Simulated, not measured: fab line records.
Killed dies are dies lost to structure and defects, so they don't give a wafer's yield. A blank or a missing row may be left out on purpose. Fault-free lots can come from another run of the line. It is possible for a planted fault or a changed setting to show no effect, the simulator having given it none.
Problem report, 8D (eight disciplines) form, completed by code :: flow gf180mcu :: the parts of the form that need people (team, actions taken, sign-off) are left out

== 1. WHAT WENT WRONG ==
On 2 wafers of 1 lot, rf_fwd_power_W at GF_M1_METAL_ETCH_16 has a mean of 670.7 W; fault-free wafers read 796.0 W, standard deviation 2.5. Measured from the usual mean, that is -50 standard deviations.
The step: etches the open film in Cl2/BCl3, stops on SiO2, target depth 627.5 nm, time 104.6 s.
First seen on wafer L123.2, day 23 08:13, on rie_metal-01. Wafers with a number at this step in the record: 39, from 13 lots. Rule for "out" (also "out of limits"): further than 4 standard deviations from the usual mean. All remaining wafers that have a number are taken as sound.

== 2. WHAT THIS IS AND IS NOT ==
question: which readings at this step
is: rf_fwd_power_W, oes_product_au, throttle_valve_pct
is not: chamber_pressure_mTorr, drypump_motor_current_A

question: which lots
is: L123
is not: L106, L108, L109, L111, L112, L113, L115, L116, L126, L127, L128, L129

question: which wafers of those lots
is: L123.2, L123.3
is not: L123.4

question: read on which tools
is: rie_metal-01
is not: rie_metal-02, rie_metal-03

question: when
is: from day 23 08:13
is not: up to then (25 sound wafers); but 12 sound wafers of L126, L127, L128, L129 came after

== 3. THE SUSPECTS, EACH WITH WHAT RULES IT OUT ==
Counting: any tool at a process step up to the reading remains a suspect provided it ran every lot that is out. Sound lots after the first of them don't rule it out here, since some wafers of a struck lot are sound.
- pecvd-03 at GF_CONTACT_CVD_02 (deposits SiO2 from TEOS, target thk 860 nm, time 95.992 s): kept. It ran the lot that is out, L123 (day 21 07:35); its last sound lot up to then is L116 (day 19 03:46).
- pvd_sputter-01 at GF_M1_SPUTTER_03 (material Ti, target thk 10 nm, time 6.7 s): kept. It ran the lot that is out, L123 (day 22 09:05); its last sound lot up to then is L116 (day 20 06:08).
- rie_metal-01 at GF_M1_METAL_ETCH_16 (etches the open film in Cl2/BCl3, stops on SiO2, target depth 627.5 nm, time 104.6 s): kept. It ran the lot that is out, L123 (day 23 08:13); its last sound lot up to then is L116 (day 21 05:40). Its own readings are out on those wafers: oes_product_au, rf_fwd_power_W, throttle_valve_pct.
- Within rie_metal-01 at GF_M1_METAL_ETCH_16, the wafers that are out were processed in chamber 0 and their sound lot-mates in chamber 1.
Still standing after the count: pecvd-03 at GF_CONTACT_CVD_02, pvd_sputter-01 at GF_M1_SPUTTER_03, rie_metal-01 at GF_M1_METAL_ETCH_16.

== 4. THE CAUSE (what the simulator had put in) ==
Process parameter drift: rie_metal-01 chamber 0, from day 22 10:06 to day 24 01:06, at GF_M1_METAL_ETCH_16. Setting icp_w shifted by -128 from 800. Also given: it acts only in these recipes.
Counting leaves 3 suspects; this tool is one of them.

== 5. SEQUENCE OF EFFECTS, ordered by route ==
One row per reading whose mean, taken over the struck wafers that have a number, lies over 3 standard deviations from the usual. Scope: only readings with a usual standard deviation given in the record; hours: median across lots of the time from each lot's start at the first step in this table that gives one to its start at this step; sigmas: change in usual standard deviations.
hours: 0
step: GF_M1_METAL_ETCH_16
reading: oes_product_au
usual: 0.973 a.u.
on struck wafers: 0.896
change: -0.077
sigmas: -10

hours: 0
step: GF_M1_METAL_ETCH_16
reading: rf_fwd_power_W
usual: 796.0 W
on struck wafers: 670.7
change: -125.3
sigmas: -50

hours: 0
step: GF_M1_METAL_ETCH_16
reading: throttle_valve_pct
usual: 28.250 %
on struck wafers: 28.330
change: +0.080
sigmas: +6.7

hours: 0
step: GF_M1_STRIP_17
reading: oes_product_au
usual: 0.558 a.u.
on struck wafers: 0.573
change: +0.015
sigmas: +3.2

hours: 0
step: GF_M1_STRIP_17
reading: strip_time_to_endpoint_s
usual: 7.87 s
on struck wafers: 8.23
change: +0.36
sigmas: +6.3
Here are the process steps it includes:
- GF_M1_METAL_ETCH_16: etches the open film in Cl2/BCl3, stops on SiO2, target depth 627.5 nm, time 104.6 s.
- GF_M1_STRIP_17: strips in O2/N2.
Later measuring or inspecting steps at which every struck wafer that the step has a row for has a number for every such reading, and none has moved that far: GF_V1_THK_MEAS_03.

== 6. HOW IT WOULD HAVE BEEN CAUGHT EARLIER ==
First out-of-limits reading in this record: day 23 08:13, which is 22 hours after fault onset at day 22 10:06.
